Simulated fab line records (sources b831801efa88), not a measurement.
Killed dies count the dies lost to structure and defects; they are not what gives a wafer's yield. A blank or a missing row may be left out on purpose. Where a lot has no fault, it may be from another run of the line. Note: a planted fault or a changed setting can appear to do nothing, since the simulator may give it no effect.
fab line records | flow sky130
[record] lots = 15 | wafers = 45 | lastDay = 50
route steps=708 shown SONOS_ONO@181 POLY_GATE@229 LDD_LDN@293
lots untouched by any fault: they come from a run of this same line in which no faults occurred
startH: hours from the record's opening day to when the first of the lot's shown wafers began | waitH: time in hours since the lot's previous step | " unchanged from the row above | L1.1+2: several wafers, shown together as one row | - no value, or no start given | * or withheld: withheld | < > ~ a bound
route shown NAME@n: NAME is a module with steps in the file, n the number in the route of the first one | usual: the fault-free wafers' mean and standard deviation | same: alike in all rows | chamber/n: place in a boat | sites: the reading at each site | _std_site: standard deviation of those values | _edge_site: outer sites' mean less inner sites' | radiusMm: for every site, how far away it sits from the centre of the wafer | mask NAME#n: copy n | behind: the most recent tool/chamber to have shaped the wafer | hold: the reason the lot was held/the length of the hold in hours/how it ended | device: the n, p or np transistor that did not switch | end of line: tests run on the same wafers once the route is complete | where a step has no rows: the recipe by itself | killed: dies that structure and defects cost at the first sort, which is not the same as the wafer's yield | map: per-die view of a wafer (x killed, . not killed, _ where there is no die)
set.NAME: setting as actually run; set.NAME@STEP: the setting as run at that earlier step | model.NAME: the simulator's own value behind a step, which no gauge read
the route's steps for a sample of lots (tables are steps, rows are wafers)
services: the hour from which a tool's chamber was out of use, counted from the record's first day as startH (under 0 if before that day), plus the number of hours and why
[[steps]]
[step SKY_SONOS_ONO_CD_MEAS_13]
[recipe] targetCdNm = 410
[usual] cdNm = 410.0/2.8
lot.wafer | tool     | chamber | startH | waitH | cdNm
L730.1    | cdSem-01 | -       | 284.70 | 0.1   | 412.0
L730.4    | "        | -       | "      | "     | 413.1
L730.6    | "        | -       | "      | "     | 409.2
L732.1    | cdSem-01 | -       | 298.23 | 0.1   | 411.4
L732.4    | "        | -       | "      | "     | 410.9
L732.6    | "        | -       | "      | "     | 411.7
L736.1    | cdSem-02 | -       | 328.63 | 0.1   | 412.0
L736.4    | "        | -       | "      | "     | 411.0
L736.5    | "        | -       | "      | "     | 408.2
L739.2    | cdSem-02 | -       | 362.72 | 0.1   | 407.8
L739.3    | "        | -       | "      | "     | 408.0
L739.6    | "        | -       | "      | "     | 407.7
L740.2    | cdSem-01 | -       | 365.37 | 0.1   | 409.9
L740.3    | "        | -       | "      | "     | 409.6
L740.4    | "        | -       | "      | "     | 410.2
L741.1    | cdSem-01 | -       | 370.95 | 0.1   | 406.0
L741.4    | "        | -       | "      | "     | 407.5
L741.5    | "        | -       | "      | "     | 410.1
L744.2    | cdSem-02 | -       | 394.40 | 0.1   | 406.2
L744.3    | "        | -       | "      | "     | 406.5
L744.6    | "        | -       | "      | "     | 408.5
L745.1    | cdSem-01 | -       | 401.65 | 0.1   | 411.2
L745.2    | "        | -       | "      | "     | 408.9
L745.5    | "        | -       | "      | "     | 409.1
L747.1    | cdSem-02 | -       | 427.03 | 0.1   | 411.2
L747.3    | "        | -       | "      | "     | 409.1
L747.5    | "        | -       | "      | "     | 411.9
L748.2    | cdSem-02 | -       | 428.87 | 0.1   | 412.6
L748.4    | "        | -       | "      | "     | 414.1
L748.5    | "        | -       | "      | "     | 413.8
L749.1    | cdSem-01 | -       | 442.65 | 0.1   | 406.6
L749.4    | "        | -       | "      | "     | 408.0
L749.5    | "        | -       | "      | "     | 406.6
L750.1    | cdSem-01 | -       | 444.48 | 0.1   | 404.6
L750.4    | "        | -       | "      | "     | 405.5
L750.5    | "        | -       | "      | "     | 405.8
L751.1    | cdSem-01 | -       | 455.18 | 0.1   | 413.1
L751.2    | "        | -       | "      | "     | 415.4
L751.4    | "        | -       | "      | "     | 413.7
L752.1    | cdSem-02 | -       | 466.98 | 0.1   | 405.0
L752.2    | "        | -       | "      | "     | 404.0
L752.5    | "        | -       | "      | "     | 404.2
L753.2    | cdSem-01 | -       | 472.55 | 0.1   | 411.5
L753.4    | "        | -       | "      | "     | 413.8
L753.5    | "        | -       | "      | "     | 412.3
[step SKY_POLY_GATE_ETCH_15]
[recipe] chemistry = N2/H2 | target = BARC | ionEnergyEv = 200 | sourceW = 500 | biasW = 100 | pressureMtorr = 30 | n2FlowSccm = 100 | h2FlowSccm = 200 | stopOn = SiO2 | timeS = 118.5 | targetDepthA = 1100
[usual] drypumpMotorCurrentA = 5.7/0.42 | oesProductAu = 0.716/0.0046 | throttleValvePct = 13.211/0.01
lot.wafer | tool       | chamber | startH | waitH | drypumpMotorCurrentA | oesProductAu | rfHoursCounterH | throttleValvePct
L730.1    | rieDiel-01 | 0       | 374.04 | 0.0   | 4.9                  | 0.716        | 6               | 13.218
L730.4    | "          | 1       | "      | "     | 6.1                  | 0.718        | 68              | 13.206
L730.6    | "          | 3       | "      | "     | 5.3                  | 0.715        | -               | 13.213
L732.1    | rieDiel-02 | 0       | 387.02 | 0.0   | 5.6                  | 0.717        | 61              | 13.210
L732.4    | "          | 2       | "      | "     | 5.9                  | 0.724        | 8               | 13.205
L732.6    | "          | 3       | "      | "     | 6.5                  | 0.717        | -               | 13.215
L736.1    | rieDiel-03 | 1       | 421.25 | 0.0   | 5.2                  | 0.715        | 82              | 13.206
L736.4    | "          | 0       | "      | "     | 5.6                  | 0.709        | 78              | 13.203
L736.5    | "          | 3       | "      | "     | 5.5                  | 0.721        | -               | 13.209
L739.2    | rieDiel-03 | 3       | 460.05 | 0.0   | 5.6                  | 0.719        | 12              | 13.203
L739.3    | "          | 1       | "      | "     | 5.2                  | 0.721        | 83              | 13.215
L739.6    | "          | 2       | "      | "     | 5.8                  | 0.714        | -               | 13.212
L740.2    | rieDiel-03 | 3       | 464.55 | 0.0   | 5.5                  | 0.717        | 13              | 13.224
L740.3    | "          | 1       | "      | "     | 5.2                  | 0.711        | 83              | 13.219
L740.4    | "          | 0       | "      | "     | 5.6                  | 0.715        | 80              | 13.225
L741.1    | rieDiel-02 | 2       | 470.63 | 0.0   | 5.9                  | 0.715        | 10              | 13.214
L741.4    | "          | 2       | "      | "     | 5.9                  | 0.712        | -               | 13.212
L741.5    | "          | 3       | "      | "     | 6.4                  | 0.716        | -               | 13.219
L744.2    | rieDiel-03 | 2       | 498.13 | 0.0   | 5.8                  | 0.720        | 83              | 13.221
L744.3    | "          | 1       | "      | "     | 5.2                  | 0.714        | 84              | 13.215
L744.6    | "          | 2       | "      | "     | 5.8                  | 0.713        | -               | 13.211
L745.1    | rieDiel-02 | 3       | 503.70 | 0.0   | 6.4                  | 0.720        | 28              | 13.215
L745.2    | "          | 2       | "      | "     | 5.9                  | 0.720        | 10              | 13.230
L745.5    | "          | 3       | "      | "     | 6.4                  | 0.716        | -               | 13.212
L748.2    | rieDiel-01 | 3       | 532.40 | 0.0   | 5.3                  | 0.726        | 29              | 13.224
L748.4    | "          | 1       | "      | "     | 6.1                  | 0.720        | 71              | 13.205
L748.5    | "          | 2       | "      | "     | 5.1                  | 0.721        | -               | 13.205
L747.1    | rieDiel-02 | 3       | 533.38 | 0.0   | 6.5                  | 0.712        | 28              | 13.195
L747.3    | "          | 2       | "      | "     | 5.9                  | 0.711        | 11              | 13.202
L747.5    | "          | 0       | "      | "     | 5.6                  | 0.717        | -               | 13.209
L749.1    | rieDiel-03 | 0       | 541.43 | 0.0   | 5.7                  | 0.713        | 81              | 13.194
L749.4    | "          | 3       | "      | "     | 5.5                  | 0.718        | -               | 13.198
L749.5    | "          | 0       | "      | "     | 5.6                  | 0.708        | -               | 13.220
L750.1    | rieDiel-01 | 3       | 543.70 | 0.0   | 5.3                  | 0.718        | 29              | 13.221
L750.4    | "          | 2       | "      | "     | 5.1                  | 0.724        | 21              | 13.206
L750.5    | "          | 0       | "      | "     | 5.0                  | 0.719        | -               | 13.211
L751.1    | rieDiel-03 | 2       | 554.42 | 0.0   | 5.8                  | 0.716        | 84              | 13.209
L751.2    | "          | 0       | "      | "     | 5.6                  | 0.721        | 82              | 13.187
L751.4    | "          | 2       | "      | "     | 5.8                  | 0.718        | -               | 13.203
L752.1    | rieDiel-02 | 2       | 565.62 | 0.0   | 5.9                  | 0.724        | 11              | 13.236
L752.2    | "          | 1       | "      | "     | 6.1                  | 0.714        | 41              | 13.216
L752.5    | "          | 1       | "      | "     | 6.2                  | 0.709        | -               | 13.204
L753.2    | rieDiel-02 | 2       | 571.98 | 0.0   | 5.9                  | 0.712        | 12              | 13.205
L753.4    | "          | 1       | "      | "     | 6.1                  | 0.721        | 41              | 13.210
L753.5    | "          | 2       | "      | "     | 5.9                  | 0.708        | -               | 13.232
[step SKY_POLY_GATE_CD_MEAS_22]
[usual] cdNm = 150.0/2.3
lot.wafer | tool     | chamber | startH | waitH | cdNm
L730.1    | cdSem-02 | -       | 376.76 | 0.1   | 149.1
L730.4    | "        | -       | "      | "     | 152.8
L730.6    | "        | -       | "      | "     | 148.5
L732.1    | cdSem-01 | -       | 389.54 | 0.1   | 153.2
L732.4    | "        | -       | "      | "     | 154.9
L732.6    | "        | -       | "      | "     | 151.9
L736.1    | cdSem-01 | -       | 426.70 | 0.1   | 150.9
L736.4    | "        | -       | "      | "     | 157.8
L736.5    | "        | -       | "      | "     | 152.5
L739.2    | cdSem-01 | -       | 461.80 | 0.1   | 149.0
L739.3    | "        | -       | "      | "     | 148.4
L739.6    | "        | -       | "      | "     | 149.7
L740.2    | cdSem-02 | -       | 466.28 | 0.1   | 149.6
L740.3    | "        | -       | "      | "     | 144.8
L740.4    | "        | -       | "      | "     | 149.2
L741.1    | cdSem-02 | -       | 472.33 | 0.1   | 147.4
L741.4    | "        | -       | "      | "     | 146.4
L741.5    | "        | -       | "      | "     | 148.0
L744.2    | cdSem-02 | -       | 499.86 | 0.1   | 151.1
L744.3    | "        | -       | "      | "     | 150.5
L744.6    | "        | -       | "      | "     | 147.7
L745.1    | cdSem-02 | -       | 506.47 | 0.1   | 149.1
L745.2    | "        | -       | "      | "     | 150.5
L745.5    | "        | -       | "      | "     | 148.6
L748.2    | cdSem-02 | -       | 534.13 | 0.1   | 149.2
L748.4    | "        | -       | "      | "     | 147.6
L748.5    | "        | -       | "      | "     | 150.6
L747.1    | cdSem-02 | -       | 536.49 | 0.1   | 152.6
L747.3    | "        | -       | "      | "     | 151.7
L747.5    | "        | -       | "      | "     | 150.4
L749.1    | cdSem-01 | -       | 543.23 | 0.1   | 149.8
L749.4    | "        | -       | "      | "     | 150.3
L749.5    | "        | -       | "      | "     | 152.5
L750.1    | cdSem-02 | -       | 545.40 | 0.1   | 147.0
L750.4    | "        | -       | "      | "     | 149.6
L750.5    | "        | -       | "      | "     | 149.2
L751.1    | cdSem-01 | -       | 556.12 | 0.1   | 152.6
L751.2    | "        | -       | "      | "     | 154.0
L751.4    | "        | -       | "      | "     | 150.9
L752.1    | cdSem-02 | -       | 569.10 | 0.1   | 148.6
L752.2    | "        | -       | "      | "     | 153.3
L752.5    | "        | -       | "      | "     | 148.8
L753.2    | cdSem-01 | -       | 573.71 | 0.1   | 149.8
L753.4    | "        | -       | "      | "     | 150.6
L753.5    | "        | -       | "      | "     | 149.4
[step SKY_LDD_LDN_EXPOSE_04]
[recipe] maskId = LDNTM | na = 0.6 | sourceShape = conventional | sigmaOuter = 0.6 | polarization = unpolarized | targetCdNm = 700 | doseMj = 140
[usual] exposureDoseMJCm2 = 139.99/0.15 | focusOffsetNm = 0.0/0.51
lot.wafer | tool            | chamber | startH | waitH | mask    | exposureDoseMJCm2 | focusOffsetNm
L730.1    | ilineStepper-02 | 0       | 515.19 | -     | LDNTM#0 | 140.00            | 0.3
L730.4    | "               | 0       | "      | "     | LDNTM#0 | 139.89            | 0.5
L730.6    | "               | 0       | "      | "     | LDNTM#0 | 139.85            | -0.5
L732.1    | ilineStepper-02 | 0       | 528.65 | -     | LDNTM#0 | 139.93            | 0.2
L732.4    | "               | 0       | "      | "     | LDNTM#0 | 139.85            | 0.3
L732.6    | "               | 0       | "      | "     | LDNTM#0 | 139.80            | -0.4
L736.1    | ilineStepper-01 | 0       | 565.20 | -     | LDNTM#0 | 139.94            | -0.2
L736.4    | "               | 0       | "      | "     | LDNTM#0 | 139.70            | -0.6
L736.5    | "               | 0       | "      | "     | LDNTM#0 | 139.95            | 0.8
L739.2    | ilineStepper-02 | -       | 600.54 | -     | LDNTM#0 | -                 | -
L739.3    | "               | -       | "      | "     | LDNTM#0 | -                 | -
L739.6    | "               | -       | "      | "     | LDNTM#0 | -                 | -
L740.2    | ilineStepper-01 | -       | 603.68 | -     | LDNTM#0 | -                 | -
L740.3    | "               | -       | "      | "     | LDNTM#0 | -                 | -
L740.4    | "               | -       | "      | "     | LDNTM#0 | -                 | -
L741.1    | ilineStepper-02 | -       | 609.22 | -     | LDNTM#0 | -                 | -
L741.4    | "               | -       | "      | "     | LDNTM#0 | -                 | -
L741.5    | "               | -       | "      | "     | LDNTM#0 | -                 | -
L744.2    | ilineStepper-01 | 0       | 638.67 | -     | LDNTM#0 | 139.93            | 0.3
L744.3    | "               | 0       | "      | "     | LDNTM#0 | 139.86            | 0.0
L744.6    | "               | 0       | "      | "     | LDNTM#0 | 139.95            | 0.4
L745.1    | ilineStepper-01 | 0       | 643.55 | -     | LDNTM#0 | 140.06            | -0.1
L745.2    | "               | 0       | "      | "     | LDNTM#0 | 140.18            | 0.2
L745.5    | "               | 0       | "      | "     | LDNTM#0 | 140.07            | -0.2
L748.2    | ilineStepper-01 | 0       | 668.87 | -     | LDNTM#0 | 140.09            | -0.1
L748.4    | "               | 0       | "      | "     | LDNTM#0 | 140.05            | -0.2
L748.5    | "               | 0       | "      | "     | LDNTM#0 | 140.15            | 0.0
L747.1    | ilineStepper-01 | 0       | 671.49 | -     | LDNTM#0 | 140.11            | -0.3
L747.3    | "               | 0       | "      | "     | LDNTM#0 | 140.26            | 0.1
L747.5    | "               | 0       | "      | "     | LDNTM#0 | 140.15            | 0.3
L749.1    | ilineStepper-02 | 0       | 678.42 | -     | LDNTM#0 | 140.09            | 0.1
L749.4    | "               | 0       | "      | "     | LDNTM#0 | 140.04            | 0.0
L749.5    | "               | 0       | "      | "     | LDNTM#0 | 140.10            | -0.1
L750.1    | ilineStepper-02 | 0       | 679.44 | -     | LDNTM#0 | 139.89            | 0.2
L750.4    | "               | 0       | "      | "     | LDNTM#0 | 139.87            | 0.8
L750.5    | "               | 0       | "      | "     | LDNTM#0 | 139.93            | 1.2
L751.1    | ilineStepper-02 | 0       | 688.24 | -     | LDNTM#0 | 139.77            | 0.3
L751.2    | "               | 0       | "      | "     | LDNTM#0 | 140.11            | 0.3
L751.4    | "               | 0       | "      | "     | LDNTM#0 | 139.87            | -0.2
L752.1    | ilineStepper-02 | 0       | 701.19 | -     | LDNTM#0 | 139.97            | 0.7
L752.2    | "               | 0       | "      | "     | LDNTM#0 | 139.90            | -0.1
L752.5    | "               | 0       | "      | "     | LDNTM#0 | 139.97            | 0.8
L753.2    | ilineStepper-01 | 0       | 705.14 | -     | LDNTM#0 | 140.21            | -0.1
L753.4    | "               | 0       | "      | "     | LDNTM#0 | 140.18            | 0.1
L753.5    | "               | 0       | "      | "     | LDNTM#0 | 140.10            | -0.9
[[services]]
tool            | chamber | startH | hours | kind
ilineStepper-02 | -       | 368.27 | 5.8   | repair
rieDiel-01      | -       | 388.49 | 2.2   | repair
ilineStepper-02 | -       | 401.35 | 1.7   | pm
rieDiel-01      | 2       | 410.18 | 3.0   | repair
ilineStepper-01 | -       | 412.34 | 7.5   | repair
rieDiel-02      | 1       | 469.73 | 6.3   | repair
ilineStepper-01 | -       | 497.85 | 1.7   | pm
ilineStepper-01 | -       | 523.28 | 8.9   | pm
rieDiel-03      | 3       | 530.35 | 7.9   | repair
ilineStepper-01 | -       | 533.14 | 7.4   | repair
rieDiel-02      | 0       | 536.35 | 23.3  | repair
rieDiel-03      | 2       | 538.53 | 15.4  | repair
rieDiel-01      | 1       | 541.13 | 1.3   | repair
rieDiel-01      | 2       | 552.24 | 23.5  | repair
rieDiel-01      | 1       | 562.32 | 5.9   | repair
rieDiel-03      | -       | 573.81 | 0.8   | repair
rieDiel-02      | -       | 608.28 | 0.9   | repair
ilineStepper-02 | -       | 619.53 | 1.7   | pm
ilineStepper-02 | -       | 626.11 | 3.7   | repair
rieDiel-02      | 2       | 629.19 | 10.3  | repair
rieDiel-02      | 0       | 654.42 | 16.7  | repair
rieDiel-03      | 1       | 678.69 | 3.0   | repair
ilineStepper-01 | -       | 687.39 | 4.4   | pm
rieDiel-02      | 1       | 696.65 | 7.3   | repair
[[key]]
[firstSign] step = SKY_LDD_LDN_EXPOSE_04 | reading = toolRecord | direction = missing
effect none on later readings
metAt SKY_LDD_LDN_EXPOSE_04
struckLots L739,L740,L741
sortLeftOut L739.2,L739.3,L739.6,L740.2,L740.3,L740.4,L741.1,L741.4,L741.5
testerLeftOut L739,L740,L741
notActingAt SKY_SONOS_ONO_CD_MEAS_13,SKY_POLY_GATE_ETCH_15,SKY_POLY_GATE_CD_MEAS_22
onsetBetween 565.20 600.54
[fault] kind = skippedStepWhole | tool = ilineStepper-01,ilineStepper-02 | chamber = - | onsetH = 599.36 | steps = SKY_LDD_LDN_EXPOSE_04 | scope = struckLotsOnly
// testerLeftOut: of these lots the tester's yield and bins aren't shown, on N5 and GAA mostly nor the transistor test; their killed dies are dies lost to structure and defects alone, not to doping, threshold or leakage, so they don't give the yield
// sortLeftOut: the simulated sort isn't trusted on such a fault, so these wafers' sort isn't shown, and their yield isn't known
